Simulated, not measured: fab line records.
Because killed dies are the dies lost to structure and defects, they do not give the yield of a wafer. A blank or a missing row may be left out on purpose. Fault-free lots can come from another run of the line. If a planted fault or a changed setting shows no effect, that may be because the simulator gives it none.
Which of the tools did it? :: flow gf180mcu :: 6 lots, 18 wafers sampled, at 2 steps of a route of 602

WHAT THE GAUGES SHOWED, per wafer
GF_HV_LDD_THK_MEAS_57.
lot: L585
measured: day 13 05:50
on: filmMetro-01
HV_LDD_CVD_56_THK (nm): 89.4 90.0 90.0

lot: L588
measured: day 13 21:17
on: filmMetro-02
HV_LDD_CVD_56_THK (nm): 90.3 90.4 90.8

lot: L591
measured: day 14 18:23
on: filmMetro-04
HV_LDD_CVD_56_THK (nm): 88.6 88.9 89.5

lot: L595
measured: day 16 03:32
on: filmMetro-02
HV_LDD_CVD_56_THK (nm): 90.8 89.2 90.9

lot: L604
measured: day 19 09:01
on: filmMetro-01
HV_LDD_CVD_56_THK (nm): 128.4 127.4 127.8

lot: L606
measured: day 20 05:08
on: filmMetro-02
HV_LDD_CVD_56_THK (nm): 90.8 90.7 90.4

EACH LOT AND THE TOOL THAT RAN IT (in order: tool; ch and the chambers of the sampled wafers; start)
lot: L585
GF_HV_LDD_CVD_56: lpcvd-01 ch 1, day 13 04:24

lot: L588
GF_HV_LDD_CVD_56: lpcvd-01 ch 0, day 13 19:51

lot: L591
GF_HV_LDD_CVD_56: lpcvd-02 ch 0, day 14 16:56

lot: L595
GF_HV_LDD_CVD_56: lpcvd-02 ch 0, day 16 02:07

lot: L604
GF_HV_LDD_CVD_56: lpcvd-02 ch 1, day 19 07:36

lot: L606
GF_HV_LDD_CVD_56: lpcvd-01 ch 1, day 20 03:43
- GF_HV_LDD_CVD_56: deposits Si3N4 from DCS/NH3, target thk 90 nm, time 1543 s.

THE ANSWER, worked out from the rows above alone
Rule: the usual values come from the lots themselves. Put in order of their means at a reading, lots are off if they are a third of the lots or fewer, leave a main group of 4 or more, and stand apart from it by a gap of 3 or more times the standard deviation of the main group's means; of several such gaps the widest counts. Not used: any main group whose means are identical at the precision the tables above print for the reading. A lot without any number at a reading at which 4 lots or more have one is off too. Any other lot the step has rows for is counted as sound.
Off: L604, at GF_HV_LDD_THK_MEAS_57 (HV_LDD_CVD_56_THK). For the main group the mean is 90.0 nm and the standard deviation 0.6.
A tool fits if, at a process step before that reading, it ran every lot that is off, and no sound lot after the first of them. Gauges at GF_HV_LDD_THK_MEAS_57: tried the same way as those tools. Can't be told from this: 2 tools fit, lpcvd-02 at GF_HV_LDD_CVD_56, filmMetro-01 at GF_HV_LDD_THK_MEAS_57.

WHAT THE SIMULATOR PUT IN
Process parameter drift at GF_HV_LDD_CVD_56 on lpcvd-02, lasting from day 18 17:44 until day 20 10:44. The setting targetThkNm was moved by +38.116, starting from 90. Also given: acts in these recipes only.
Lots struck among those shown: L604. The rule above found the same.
